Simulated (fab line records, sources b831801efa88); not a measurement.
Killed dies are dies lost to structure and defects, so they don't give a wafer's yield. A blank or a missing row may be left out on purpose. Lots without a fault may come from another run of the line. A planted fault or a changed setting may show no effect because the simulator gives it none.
Which tool did it? | flow gf180mcu | 24 lots, 72 wafers sampled, at 1 step of a route of 602

WHAT THE GAUGES READ, wafer by wafer
GF_STI_THK_MEAS_04.
lot  | measured    | on            | STI_CVD_03_THK (nm)
L074 | day 1 14:45 | film_metro-02 | 208.3 208.9 206.7
L075 | day 1 18:59 | film_metro-04 | 207.7 207.6 208.8
L076 | day 1 23:34 | film_metro-02 | 205.7 205.9 206.0
L077 | day 2 05:08 | film_metro-03 | 209.7 209.9 209.2
L078 | day 2 10:23 | film_metro-04 | 208.8 208.0 208.5
L079 | day 2 15:43 | film_metro-02 | 206.4 206.8 206.6
L080 | day 2 20:17 | film_metro-04 | 209.0 209.4 209.8
L081 | day 3 00:52 | film_metro-02 | 203.5 204.7 203.7
L082 | day 3 05:38 | film_metro-02 | 205.4 207.0 208.3
L083 | day 3 10:35 | film_metro-02 | 206.5 205.1 205.4
L084 | day 3 16:33 | film_metro-02 | 205.2 206.2 205.3
L085 | day 3 21:10 | film_metro-02 | 210.7 211.0 208.5
L086 | day 4 01:51 | film_metro-02 | 203.5 201.5 200.9
L087 | day 4 08:05 | film_metro-02 | 208.7 209.5 208.3
L088 | day 4 12:47 | film_metro-02 | 206.2 204.2 207.6
L089 | day 4 17:33 | film_metro-02 | 209.1 208.7 211.3
L090 | day 4 21:34 | film_metro-03 | 207.8 208.0 206.1
L091 | day 5 04:22 | film_metro-03 | 213.0 211.4 213.2
L092 | day 5 07:41 | film_metro-04 | 209.4 207.0 207.1
L093 | day 5 13:02 | film_metro-03 | 204.9 206.0 204.7
L094 | day 5 18:34 | film_metro-02 | 211.8 210.8 211.8
L095 | day 5 23:46 | film_metro-04 | 209.3 209.0 210.6
L096 | day 6 05:43 | film_metro-02 | 208.9 209.2 207.1
L097 | day 6 09:05 | film_metro-04 | 208.8 205.8 206.9

WHICH TOOL RAN EACH LOT (tool, then ch and the chambers of the sampled wafers, then the start)
The record holds no process step before these readings.

WHAT THE TOOLS THEMSELVES READ (means of the sampled wafers that have a number; where no wafer has one, the mark that the record gives instead)
The record holds no such reading with a usual standard deviation.

THE ANSWER, worked out from the rows above alone
Rule: what is usual is taken from the lots themselves. Put in order of their means at a reading, lots are off if they are a third of the lots or fewer, leave a main group of 4 or more, and stand apart from it by a gap of 3 or more times the standard deviation of the main group's means; of several such gaps the widest counts. A main group whose means are all the same, to the digits that the tables above print for the reading, isn't used. A lot without any number at a reading at which 4 lots or more have one is off too. The other lots that the step has rows for count as sound. The gauges are gone through in route order, then the tools' own readings, and for those a lot's mean is taken as printed above. The first step at which some lot is off is used, and at that step the reading that is off furthest; a lot without a number counts as furthest.
No lot is off at any reading shown: from this, nothing can be told.

WHAT THE SIMULATOR HAD PUT IN
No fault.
